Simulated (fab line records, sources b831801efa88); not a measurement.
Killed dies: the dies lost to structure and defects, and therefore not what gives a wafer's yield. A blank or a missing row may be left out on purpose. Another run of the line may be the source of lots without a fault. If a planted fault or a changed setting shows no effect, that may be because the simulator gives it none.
What tool caused it? | flow sky130 | 36 wafers from 12 lots sampled at 2 of the route's 708 steps

WHAT THE GAUGES SHOWED, per wafer
SKY_SONOS_TUNNEL_CD_MEAS_07: target cd 410 nm. Usual: 409.3 nm for cd_nm, sd 2.5.
lot  | measured     | on        | cd_nm (nm)        | flag
L845 | day 12 03:18 | cd_sem-02 | 405.6 408.2 411.2 |
L846 | day 12 15:06 | cd_sem-02 | 407.0 406.2 410.3 |
L847 | day 12 18:49 | cd_sem-02 | 407.5 410.1 410.1 |
L848 | day 13 10:06 | cd_sem-01 | 411.0 409.4 410.8 |
L850 | day 13 13:17 | cd_sem-02 | 410.5 409.6 410.7 |
L851 | day 14 00:38 | cd_sem-02 | 409.2 409.8 410.9 |
L852 | day 14 12:01 | cd_sem-02 | 408.1 406.8 406.1 |
L853 | day 14 23:00 | cd_sem-01 | 405.5 404.3 404.0 |
L857 | day 16 01:27 | cd_sem-02 | 410.4 410.4 410.5 |
L861 | day 17 13:25 | cd_sem-01 | 406.0 405.9 406.4 |
L865 | day 18 14:23 | cd_sem-02 | 408.4 407.9 408.4 |
L866 | day 19 01:47 | cd_sem-02 | 410.9 409.1 409.2 |

SKY_POLY_GATE_CD_MEAS_13: target cd 150 nm. Usual: 150.2 nm for cd_nm, sd 1.3.
lot  | measured     | on        | cd_nm (nm)        | flag
L845 | day 17 06:56 | cd_sem-02 | 151.9 150.9 150.1 |
L846 | day 17 17:53 | cd_sem-02 | 149.8 148.9 150.0 |
L847 | day 17 20:36 | cd_sem-01 | 149.7 150.4 150.7 |
L848 | day 18 13:56 | cd_sem-01 | 149.9 150.2 149.2 |
L850 | day 19 01:35 | cd_sem-01 | 151.6 152.6 151.7 |
L851 | day 19 11:35 | cd_sem-01 | 149.7 150.8 150.5 |
L852 | day 19 21:26 | cd_sem-02 | 151.8 152.4 151.7 |
L853 | day 20 13:33 | cd_sem-02 | 148.5 148.5 149.2 |
L857 | day 21 17:30 | cd_sem-02 | 150.4 150.7 151.0 |
L861 | day 23 06:19 | cd_sem-01 | 152.5 151.4 152.6 |
L865 | day 24 05:08 | cd_sem-02 | 151.9 150.4 151.2 |
L866 | day 24 20:34 | cd_sem-02 | 147.0 146.7 148.2 |

WHAT TOOL EACH LOT RAN ON (gives the tool, then ch and the chambers of the sampled wafers, and finally the start)
There is no process step in the record ahead of these readings.

WHAT THE TOOLS THEMSELVES READ (means of the sampled wafers that have a number; where no wafer has one, the mark that the record gives instead)
The record holds no such reading with a usual standard deviation.

THE ANSWER, worked out from the rows above alone
Rule: lot off if the mean of its wafers having a number is beyond 3 standard deviations from the usual mean. A lot without any number at a reading at which 4 lots or more have one is off too. All remaining lots with rows at the step are treated as sound. The gauges are gone through in route order, then the tools' own readings, and for those a lot's mean is taken as printed above. The first step at which some lot is off is used, and at that step the reading that is off furthest; a lot without a number counts as furthest.
Nothing can be told from this: no lot is off at any reading shown.

WHAT WAS PUT IN BY THE SIMULATOR
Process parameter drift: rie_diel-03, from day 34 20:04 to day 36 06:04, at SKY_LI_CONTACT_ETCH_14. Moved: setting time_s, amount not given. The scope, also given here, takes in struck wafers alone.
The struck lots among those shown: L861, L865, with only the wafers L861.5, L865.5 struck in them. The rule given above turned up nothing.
